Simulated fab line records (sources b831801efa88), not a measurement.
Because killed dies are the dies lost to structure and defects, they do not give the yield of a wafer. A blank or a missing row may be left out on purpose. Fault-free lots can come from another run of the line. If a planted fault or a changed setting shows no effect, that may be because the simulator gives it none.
Which of the tools did it?	flow gf180mcu	Sampling: 12 lots, 35 wafers, 6 of 602 route steps

## WHAT THE GAUGES SHOWED, per wafer
GF_HV_LDD_OVL_MEAS_08. Usual: HV_LDD_OVL -0.2 nm, standard deviation 1.4.
lot	measured	on	HV_LDD_OVL (nm)	flag
L908	day 10 18:46	overlay-02	-0.6 -0.1 1.1	
L910	day 11 13:50	overlay-01	0.5 -1.3 -0.8	
L911	day 11 14:07	overlay-01	-0.1 0.7 -0.5	
L912	day 11 19:55	overlay-01	-2.6 -1.2 -2.6	
L914	day 12 10:43	overlay-01	0.9 1.5 0.1	
L917	day 13 02:01	overlay-02	-0.5 -0.7 -1.2	
L920	day 13 22:01	overlay-02	1.6 0.1 0.6	
L921	day 14 06:09	overlay-02	0.8 -0.1 2.0	
L923	day 15 02:31	overlay-02	1.9 -0.2 0.5	
L926	day 15 20:13	overlay-01	-0.9 -3.0 -1.2	
L929	day 16 13:03	overlay-02	1.5 -2.1	
L930	day 16 15:46	overlay-02	-0.5 -0.2 -0.4	

GF_PSD_RS_MEAS_14: measures by four-point-probe. Usual: NSD_RS 46.17 ohm/sq, standard deviation 0.12.
lot	measured	on	NSD_RS (ohm/sq)	flag
L908	day 14 23:48	film metro-03	46.22 46.27 46.32	
L910	day 15 22:59	film metro-02	45.94 46.06 46.04	
L911	day 16 00:19	film metro-03	46.34 46.18 46.20	
L912	day 16 04:32	film metro-03	46.13 46.27 46.28	
L914	day 17 01:41	film metro-02	46.05 45.99 45.87	
L917	day 17 19:35	film metro-04	45.99 46.03 46.07	
L920	day 18 19:46	film metro-03	46.85 46.82 46.94	OFF
L921	day 19 04:03	film metro-04	46.73 46.70 46.77	OFF
L923	day 20 03:02	film metro-02	46.11 46.00 46.18	
L926	day 21 00:11	film metro-04	46.09 46.08 46.15	
L929	day 21 15:20	film metro-03	46.32 46.38	
L930	day 21 18:04	film metro-04	46.13 45.97 46.10	

## TOOL THAT RAN EACH LOT (tool first, then ch and the chambers of the sampled wafers, then the start)
lot	GF_HV_LDD_RTA_52	GF_NSD_IMPLANT_10	GF_NSD_STRIP_11	GF_PSD_RTA_13
L908	rtp anneal-02 ch 0, day 13 02:51	implanter-02 ch 0, day 14 01:22	plasma asher-02 ch 0,1, day 14 01:31	rtp anneal-02 ch 0, day 14 23:43
L910	rtp anneal-01 ch 0, day 14 00:57	implanter-01 ch 0, day 15 01:11	plasma asher-03 ch 0,1, day 15 01:20	rtp anneal-01 ch 0, day 15 22:55
L911	rtp anneal-02 ch 0, day 14 01:54	implanter-04 ch 0, day 15 01:55	plasma asher-02 ch 0,1, day 15 02:04	rtp anneal-01 ch 0, day 16 00:14
L912	rtp anneal-02 ch 0, day 14 06:27	implanter-01 ch 0, day 15 06:43	plasma asher-02 ch 0,1, day 15 06:52	rtp anneal-01 ch 0, day 16 04:27
L914	rtp anneal-02 ch 0, day 15 01:12	implanter-02 ch 0, day 16 02:53	plasma asher-03 ch 0,1, day 16 03:02	rtp anneal-01 ch 0, day 17 01:36
L917	rtp anneal-02 ch 0, day 15 17:21	implanter-01 ch 0, day 16 18:59	plasma asher-01 ch 0,1, day 16 19:08	rtp anneal-01 ch 0, day 17 19:30
L920	rtp anneal-01 ch 0, day 16 16:08	implanter-01 ch 0, day 17 19:22	plasma asher-01 ch 0,1, day 17 19:28	rtp anneal-02 ch 0, day 18 19:40
L921	rtp anneal-02 ch 0, day 17 01:42	implanter-01 ch 0, day 18 03:31	plasma asher-03 ch 0,1, day 18 03:40	rtp anneal-01 ch 0, day 19 03:58
L923	rtp anneal-02 ch 0, day 17 22:59	implanter-04 ch 0, day 19 01:59	plasma asher-02 ch 0,1, day 19 02:05	rtp anneal-02 ch 0, day 20 02:53
L926	rtp anneal-01 ch 0, day 18 18:32	implanter-02 ch 0, day 19 23:41	plasma asher-03 ch 0,1, day 19 23:47	rtp anneal-02 ch 0, day 21 00:03
L929	rtp anneal-02 ch 0, day 19 12:36	implanter-02 ch 0, day 20 15:59	plasma asher-01 ch 1, day 20 16:08	rtp anneal-01 ch 0, day 21 15:14
L930	rtp anneal-01 ch 0, day 19 14:56	implanter-02 ch 0, day 20 17:43	plasma asher-02 ch 0,1, day 20 17:49	rtp anneal-01 ch 0, day 21 17:58
- GF_HV_LDD_RTA_52: time 10 s.
- GF_NSD_IMPLANT_10
- GF_NSD_STRIP_11: strips in O2/N2.
- GF_PSD_RTA_13: time 20 s.

## WHAT THE TOOLS THEMSELVES READ (means of the sampled wafers that have a number; where no wafer has one, the mark that the record gives instead)
GF_HV_LDD_RTA_52. Usual: lamp power pct 33.1 %, standard deviation 0.52; wafer_temp_C_max 1004.7, standard deviation 1.
lot	tool	lamp power pct (%)	wafer_temp_C_max	flag
L908	rtp anneal-02	33.6	1004.0	
L910	rtp anneal-01	32.6	1004.9	
L911	rtp anneal-02	33.7	1004.8	
L912	rtp anneal-02	33.7	1004.0	
L914	rtp anneal-02	33.7	1005.6	
L917	rtp anneal-02	33.7	1005.2	
L920	rtp anneal-01	32.6	1005.0	
L921	rtp anneal-02	33.7	1004.5	
L923	rtp anneal-02	33.7	1004.3	
L926	rtp anneal-01	32.6	1005.1	
L929	rtp anneal-02	33.7	1003.7	
L930	rtp anneal-01	32.6	1004.8	

GF_NSD_IMPLANT_10. Usual: beam energy keV reads 40.001 (standard deviation 0.012).
lot	tool	beam energy keV	flag
L908	implanter-02	40.001	
L910	implanter-01	40.002	
L911	implanter-04	39.994	
L912	implanter-01	40.000	
L914	implanter-02	40.000	
L917	implanter-01	39.990	
L920	implanter-01	35.220	OFF
L921	implanter-01	35.212	OFF
L923	implanter-04	39.994	
L926	implanter-02	39.991	
L929	implanter-02	39.982	
L930	implanter-02	40.016	

GF_NSD_STRIP_11. Usual: drypump motor current A 5.6 A, standard deviation 0.39; heater power w 358 W, standard deviation 26; oes product au 0.487 a.u., standard deviation 0.0044; strip time to endpoint s 23.01 s, standard deviation 0.036.
lot	tool	drypump motor current A (A)	heater power w (W)	oes product au (a.u.)	strip time to endpoint s (s)	flag
L908	plasma asher-02	5.3	347	0.485	22.97	
L910	plasma asher-03	6.1	388	0.486	23.03	
L911	plasma asher-02	5.2	336	0.488	22.95	
L912	plasma asher-02	5.3	332	0.485	23.04	
L914	plasma asher-03	6.1	386	0.482	23.04	
L917	plasma asher-01	5.5	341	0.484	23.01	
L920	plasma asher-01	5.5	341	0.490	22.84	OFF
L921	plasma asher-03	5.9	391	0.492	22.81	OFF
L923	plasma asher-02	5.2	336	0.484	22.95	
L926	plasma asher-03	5.9	398	0.490	23.02	
L929	plasma asher-01	5.4	328	0.489	23.05	
L930	plasma asher-02	5.3	336	0.484	23.01	

GF_PSD_RTA_13. Usual: lamp power pct 34.3 %, standard deviation 0.54; wafer_temp_C_max 1029.7, standard deviation 1.
lot	tool	lamp power pct (%)	wafer_temp_C_max	flag
L908	rtp anneal-02	35.0	1029.8	
L910	rtp anneal-01	33.9	1030.2	
L911	rtp anneal-01	33.9	1029.7	
L912	rtp anneal-01	33.8	1030.7	
L914	rtp anneal-01	33.8	1030.1	
L917	rtp anneal-01	33.8	1030.2	
L920	rtp anneal-02	34.9	1028.9	
L921	rtp anneal-01	33.8	1031.4	
L923	rtp anneal-02	34.9	1029.4	
L926	rtp anneal-02	34.9	1029.5	
L929	rtp anneal-01	33.8	1031.5	
L930	rtp anneal-01	33.8	1030.6	

## THE ANSWER, worked out from the rows above alone
Rule: lot off if the mean of its wafers having a number is beyond 3 standard deviations from the usual mean. Also off: a lot with no number at a reading for which 4 or more lots have one. All remaining lots with rows at the step are treated as sound. The gauges are gone through in route order, then the tools' own readings, and for those a lot's mean is taken as printed above. At the first step where some lot is off, the reading lying furthest off is the one used; lots without a number count as furthest.
Off: L920, L921, at GF_PSD_RS_MEAS_14 (NSD_RS).
If a tool, at a process step before that reading, ran all the lots that are off and no sound lot after the first of them, it fits. Not tried: the gauges at GF_PSD_RS_MEAS_14; whatever is off there is also off at GF_NSD_IMPLANT_10, on other tools, and gauge error can't account for it. One fits: implanter-01 at GF_NSD_IMPLANT_10. A fault onset in the window from L917 (day 16 18:59, its last sound lot) to L920 (day 17 19:22, its first lot off) fits.
On the lots that are off, the tool's own readings at GF_NSD_IMPLANT_10 differ by more than 5 times the standard deviation of the sound lots' means, which bears it out; beam energy keV reads 35.216 there versus 39.997 on the sound lots.

## WHAT WAS PUT IN BY THE SIMULATOR
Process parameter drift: implanter-01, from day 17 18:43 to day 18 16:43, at GF_NSD_IMPLANT_10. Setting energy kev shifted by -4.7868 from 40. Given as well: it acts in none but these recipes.
Struck lots among those shown: L920, L921. The rule above found the same.
